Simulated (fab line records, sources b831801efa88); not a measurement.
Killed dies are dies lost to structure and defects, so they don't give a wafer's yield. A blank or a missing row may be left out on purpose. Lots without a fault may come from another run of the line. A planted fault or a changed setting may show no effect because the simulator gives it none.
Split-lot experiment | flow sky130 | 5 lots, 27 wafers read, on a route of 708 steps

THE SPLIT
At SKY_METAL2_SPUTTER_01 (material TiN, target thk 20 nm, time 16.7 s), the setting time_s was moved away from the recipe's 16.7 s on 12 of the 27 wafers read, by -40.4% to +45.4%. The other wafers ran this setting at the recipe's value.

The reading is taken at the split's own step.

THE READING
TiN_of_METAL2_SPUTTER_01.thk_nm (the simulator's own value, which no gauge read), in nm, at SKY_METAL2_SPUTTER_01 (material TiN, target thk 20 nm, time 16.7 s). The file gives no usual value for it. The 15 wafers here that ran the recipe average 19.94 nm, standard deviation 0.26 nm.

wafer  | tool, chamber at the split | time_s as run, s | against the recipe | TiN_of_METAL2_SPUTTER_01.thk_nm, nm | against lot-mates on the recipe
L075.1 | pvd_sputter-03, -          | 24.29            | +45.4%             | 28.99                               | +9.04
L075.2 | pvd_sputter-03, -          | 24.29            | +45.4%             | 28.83                               | +8.88
L075.3 | pvd_sputter-03, -          | 16.7             | recipe             | 19.66                               | -
L075.4 | pvd_sputter-03, -          | 16.7             | recipe             | 20.11                               | -
L075.5 | pvd_sputter-03, -          | 16.7             | recipe             | 20.08                               | -
L075.6 | pvd_sputter-03, -          | 24.29            | +45.4%             | 28.8                                | +8.85
L076.1 | pvd_sputter-03, -          | 16.7             | recipe             | 19.55                               | -
L076.4 | pvd_sputter-03, -          | 16.7             | recipe             | 19.5                                | -
L076.5 | pvd_sputter-03, -          | 16.7             | recipe             | 19.51                               | -
L079.1 | pvd_sputter-03, -          | 16.7             | recipe             | 20.03                               | -
L079.2 | pvd_sputter-03, -          | 16.7             | recipe             | 20.01                               | -
L079.3 | pvd_sputter-03, -          | 22.53            | +34.9%             | 26.91                               | +6.90
L079.4 | pvd_sputter-03, -          | 22.53            | +34.9%             | 26.89                               | +6.88
L079.5 | pvd_sputter-03, -          | 22.53            | +34.9%             | 26.96                               | +6.95
L079.6 | pvd_sputter-03, -          | 16.7             | recipe             | 19.99                               | -
L081.1 | pvd_sputter-04, -          | 9.947            | -40.4%             | 12.25                               | -7.97
L081.2 | pvd_sputter-04, -          | 16.7             | recipe             | 20.06                               | -
L081.3 | pvd_sputter-04, -          | 16.7             | recipe             | 20.33                               | -
L081.4 | pvd_sputter-04, -          | 9.947            | -40.4%             | 12.14                               | -8.08
L081.5 | pvd_sputter-04, -          | 9.947            | -40.4%             | 12.01                               | -8.21
L081.6 | pvd_sputter-04, -          | 16.7             | recipe             | 20.28                               | -
L083.1 | pvd_sputter-03, -          | 14.07            | -15.7%             | 16.72                               | -3.28
L083.2 | pvd_sputter-03, -          | 14.07            | -15.7%             | 16.89                               | -3.11
L083.3 | pvd_sputter-03, -          | 16.7             | recipe             | 19.82                               | -
L083.4 | pvd_sputter-03, -          | 16.7             | recipe             | 20.13                               | -
L083.5 | pvd_sputter-03, -          | 14.07            | -15.7%             | 16.92                               | -3.08
L083.6 | pvd_sputter-03, -          | 16.7             | recipe             | 20.05                               | -

THE FIT
A straight line over all 27 wafers: TiN_of_METAL2_SPUTTER_01.thk_nm changes by +0.196 nm for each +1% of time_s; r = +1.00; the points scatter about the line by 0.22 nm.
The same after taking each lot's own level away (the mean of its wafers on the recipe; 27 wafers): +0.198 nm for each +1%; r = +1.00; scatter 0.11 nm.
On that fit, the largest move of time_s shifts the reading by 9 nm.
The lots' own levels span 19.520 to 20.223 nm, that is 2.7 times the standard deviation above.
So the lot-to-lot level changes the slope little: the two slopes agree.
Check: with one of the wafers moved furthest among these (+45.4%) left out of the fit, the line predicts +8.97 nm for it against its lot-mates. It came out at +9.04 nm against them.

OTHER SPLITS ON THESE WAFERS
These wafers also went through other splits before the reading. Each is held against what the fit with the lots' levels taken away leaves over:
other split on the same wafers          | wafers away from the commonest value | r with TiN_of_METAL2_SPUTTER_01.thk_nm (lot level and that fit taken away)
SKY_SONOS_ONO_ETCH_15 time_s            | 9                                    | -0.03
SKY_POLY_GATE_DEVELOP_12 develop_time_s | 6                                    | -0.03
SKY_POLY_CUT_DEVELOP_07 develop_time_s  | 6                                    | -0.22
SKY_LI_CONTACT_SPUTTER_19 time_s        | 6                                    | +0.02
SKY_METAL1_SPUTTER_00 time_s            | 9                                    | -0.15
SKY_VIA1_ETCH_14 time_s                 | 12                                   | -0.01

THE FILE'S OWN FIT
TiN_of_METAL2_SPUTTER_01.thk_nm changes by +0.198 nm for each +1% of time_s, r = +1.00.
